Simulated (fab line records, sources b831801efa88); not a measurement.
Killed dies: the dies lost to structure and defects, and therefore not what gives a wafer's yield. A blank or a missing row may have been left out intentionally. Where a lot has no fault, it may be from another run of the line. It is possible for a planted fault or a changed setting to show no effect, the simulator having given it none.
Code-filled problem report in 8D (eight disciplines) form | flow sky130 | the parts of the form that need people (team, actions taken, sign-off) are left out

## 1. WHAT IS WRONG
strip time to endpoint s at SKY_PASSIVATION_STRIP_12 reads a mean of 29.40 s on 6 wafers of 2 lots; wafers without a fault read 31.20 s with a standard deviation of 0.16. That puts it -11 standard deviations away from the usual mean.
The step: strips in O2/N2.
First seen on wafer L307.1, day 49 07:16, on plasma asher-02. Wafers with a number at this step in the record: 30, from 10 lots. The rule behind "out" and "out of limits": a value lying over 4 standard deviations away from the usual mean. Any other wafer with a number is counted as sound.

## 2. WHAT THIS IS AND IS NOT
question                    | is                               | is not
which readings at this step | strip time to endpoint s         | drypump motor current A, oes product au
which lots                  | L307, L309                       | L289, L296, L298, L299, L301, L302, L310, L311
which wafers of those lots  | all that have a number           | -
read on which tools         | plasma asher-02, plasma asher-03 | plasma asher-04
when                        | from day 49 07:16                | up to then (18 sound wafers); but 6 sound wafers of L310, L311 came after

## 3. SUSPECTS, AND WHAT RULES EACH OUT
Counting: a tool at any process step up to the reading remains a suspect when it ran all the lots that are out and ran no sound lot after the first of those.
- rie diel-04 at SKY_METAL3_ETCH_17 (etches SiO2 in C4F8/O2/Ar, stops on TiN, time 3.9 s, target depth 15 nm): ruled out as a lasting fault. The sound lots L311 went through it after L307, its earliest lot that is out (day 43 21:46).
- cmp-01 at SKY_VIA3_CMP_02 (polishes SiO2): ruled out as a lasting fault. The sound lots L310, L311 went through it after L307, its earliest lot that is out (day 43 22:47).
- rie diel-01 at SKY_PASSIVATION_ETCH_11 (etches the open film in CF4/O2, stops on AlCu, target depth 725 nm, time 161.1 s): kept. It processed each lot that is out, first L307 at day 49 07:10, and no sound lot thereafter; up to then, the last sound lot it processed was L301 at day 48 03:13.
The count leaves rie diel-01 at SKY_PASSIVATION_ETCH_11.

## 4. THE CAUSE (what the simulator had put in)
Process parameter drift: rie diel-01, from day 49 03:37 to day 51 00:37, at SKY_PASSIVATION_ETCH_11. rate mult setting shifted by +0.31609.
This tool alone remained once counting was done.

## 5. THE CHAIN OF EFFECTS, in route order
One row per reading whose mean, taken over the struck wafers that have a number, lies over 3 standard deviations from the usual. Only readings whose record carries a usual standard deviation are examined. hours: median over the lots of the time between each lot's start at the first step of this table that gives one and its start at this step. sigmas: the change, counted in usual standard deviations.
hours | step                     | reading                  | usual   | on struck wafers | change | sigmas
0     | SKY_PASSIVATION_STRIP_12 | strip time to endpoint s | 31.20 s | 29.40            | -1.80  | -11
The process steps in it:
- SKY_PASSIVATION_STRIP_12: strips in O2/N2.

## 6. WHAT WOULD HAVE CAUGHT IT SOONER
In this record no reading fell out of limits until day 49 07:16, 4 hours after the fault had begun at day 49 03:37.
Tool readings at SKY_PASSIVATION_ETCH_11 with a usual standard deviation given in the record: none out on any struck wafer, hence no alarm at a limit of 4 standard deviations on them.
L309, from the lots that are out (2), started SKY_PASSIVATION_ETCH_11 on rie diel-01 later than day 49 07:16. Had the tool been put on hold then, it would have been spared.
